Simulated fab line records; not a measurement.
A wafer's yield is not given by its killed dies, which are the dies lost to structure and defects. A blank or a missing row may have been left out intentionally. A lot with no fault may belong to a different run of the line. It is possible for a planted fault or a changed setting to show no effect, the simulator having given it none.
Which tool did it? | flow gf180mcu | 13 lots with 39 wafers sampled at 4 steps, on a route of 602 steps

== WHAT THE GAUGES SHOWED, per wafer ==
GF_M3_THK_MEAS_06: measures by xrf.
lot  | measured     | on            | M3_ALCU_THK (nm)
L646 | day 20 06:16 | film_metro-01 | 451 447 444
L647 | day 20 11:13 | film_metro-04 | 459 457 456
L648 | day 20 23:24 | film_metro-01 | 448 454 445
L649 | day 21 06:08 | film_metro-02 | 446 442 442
L651 | day 22 10:28 | film_metro-02 | 445 448 446
L654 | day 23 09:03 | film_metro-04 | 449 443 451
L655 | day 23 16:14 | film_metro-02 | 454 457 456
L657 | day 24 20:31 | film_metro-04 | 447 450 457
L659 | day 25 12:15 | film_metro-01 | 443 450 451
L661 | day 26 01:10 | film_metro-02 | 450 455 449
L665 | day 26 21:32 | film_metro-02 | 452 448 443
L667 | day 27 08:48 | film_metro-01 | 448 451 451
L668 | day 27 17:43 | film_metro-04 | 457 453 451

GF_TOP_METAL_THK_MEAS_06: measures by xrf.
lot  | measured     | on            | TOP_METAL_ALCU_THK (nm)
L646 | day 27 04:52 | film_metro-03 | 914 910 920
L647 | day 27 08:11 | film_metro-03 | 905 920 923
L648 | day 27 18:59 | film_metro-03 | 915 924 914
L649 | day 27 23:51 | film_metro-03 | 909 912 915
L651 | day 29 01:51 | film_metro-02 | 880 901 900
L654 | day 29 19:46 | film_metro-03 | 892 896 899
L655 | day 29 23:35 | film_metro-01 | 898 897 902
L657 | day 30 23:25 | film_metro-01 | 898 884 893
L659 | day 31 13:27 | film_metro-03 | 910 914 914
L661 | day 32 00:17 | film_metro-02 | 896 904 899
L665 | day 32 16:19 | film_metro-01 | 919 918 904
L667 | day 33 02:08 | film_metro-03 | 907 900 899
L668 | day 33 08:56 | film_metro-02 | 884 900 896

== EACH LOT AND THE TOOL THAT RAN IT (in order: tool; ch and the chambers of the sampled wafers; start) ==
lot  | GF_M2_SPUTTER_01             | GF_M4_SPUTTER_04
L646 | pvd_sputter-03, day 18 03:37 | pvd_sputter-02, day 22 09:14
L647 | pvd_sputter-04, day 18 07:51 | pvd_sputter-03, day 22 13:11
L648 | pvd_sputter-04, day 18 19:27 | pvd_sputter-03, day 23 00:41
L649 | pvd_sputter-03, day 19 02:43 | pvd_sputter-02, day 23 08:07
L651 | pvd_sputter-02, day 20 07:33 | pvd_sputter-04, day 24 10:59
L654 | pvd_sputter-03, day 21 07:09 | pvd_sputter-03, day 25 08:34
L655 | pvd_sputter-04, day 21 14:51 | pvd_sputter-04, day 25 14:05
L657 | pvd_sputter-02, day 22 21:10 | pvd_sputter-03, day 26 17:32
L659 | pvd_sputter-03, day 23 12:24 | pvd_sputter-02, day 27 08:56
L661 | pvd_sputter-03, day 24 01:55 | pvd_sputter-03, day 27 21:20
L665 | pvd_sputter-02, day 24 22:56 | pvd_sputter-03, day 28 16:31
L667 | pvd_sputter-02, day 25 11:35 | pvd_sputter-03, day 29 02:41
L668 | pvd_sputter-04, day 25 20:54 | pvd_sputter-04, day 29 11:22
- GF_M2_SPUTTER_01: material TiN, target thk 30 nm, time 25 s.
- GF_M4_SPUTTER_04: material TiN, target thk 50 nm, time 41.7 s.

== AS READ BY THE TOOLS THEMSELVES (means over the sampled wafers that have a number; for cases with no such wafer, the mark the record gives instead) ==
GF_M2_SPUTTER_01.
lot  | tool           | cathode_dc_power_W (W) | throttle_valve_pct (%)
L646 | pvd_sputter-03 | 6299.4                 | 29.3
L647 | pvd_sputter-04 | 6299.2                 | 29.3
L648 | pvd_sputter-04 | 6298.1                 | 30.4
L649 | pvd_sputter-03 | 6299.1                 | 29.7
L651 | pvd_sputter-02 | 6299.1                 | 29.9
L654 | pvd_sputter-03 | 6298.8                 | 30.2
L655 | pvd_sputter-04 | 6299.4                 | 29.6
L657 | pvd_sputter-02 | 6299.3                 | 29.9
L659 | pvd_sputter-03 | 6298.6                 | 29.2
L661 | pvd_sputter-03 | 6298.2                 | 30.4
L665 | pvd_sputter-02 | 6298.4                 | 30.9
L667 | pvd_sputter-02 | 6300.2                 | 29.9
L668 | pvd_sputter-04 | 6298.0                 | 29.5

GF_M4_SPUTTER_04.
lot  | tool           | cathode_dc_power_W (W) | throttle_valve_pct (%)
L646 | pvd_sputter-02 | 6499.8                 | 30.9
L647 | pvd_sputter-03 | 6499.9                 | 29.5
L648 | pvd_sputter-03 | 6500.8                 | 30.3
L649 | pvd_sputter-02 | 6500.5                 | 31.5
L651 | pvd_sputter-04 | 6499.1                 | 31.1
L654 | pvd_sputter-03 | 6499.9                 | 28.5
L655 | pvd_sputter-04 | 6500.2                 | 30.7
L657 | pvd_sputter-03 | 6499.3                 | 29.8
L659 | pvd_sputter-02 | 6498.2                 | 28.9
L661 | pvd_sputter-03 | 6499.1                 | 29.4
L665 | pvd_sputter-03 | 6500.5                 | 30.6
L667 | pvd_sputter-03 | 6500.9                 | 30.3
L668 | pvd_sputter-04 | 6500.6                 | 29.8

== THE ANSWER, worked out from the rows above alone ==
Rule: the lots themselves supply what counts as usual. Put in order of their means at a reading, lots are off if they are a third of the lots or fewer, leave a main group of 4 or more, and stand apart from it by a gap of 3 or more times the standard deviation of the main group's means; of several such gaps the widest counts. If all means in a main group match to the digits the tables above print for the reading, that group is not used. Also off: a lot with no number at a reading for which 4 or more lots have one. Where the step has rows for the other lots, those lots are counted as sound. After the gauges, taken in route order, come the tools' own readings; for these a lot's mean is taken, as printed above. The first step at which some lot is off is used, and at that step the reading that is off furthest; a lot without a number counts as furthest.
None of the lots is off at any reading shown; this tells nothing.

== WHAT THE SIMULATOR HAD INSERTED ==
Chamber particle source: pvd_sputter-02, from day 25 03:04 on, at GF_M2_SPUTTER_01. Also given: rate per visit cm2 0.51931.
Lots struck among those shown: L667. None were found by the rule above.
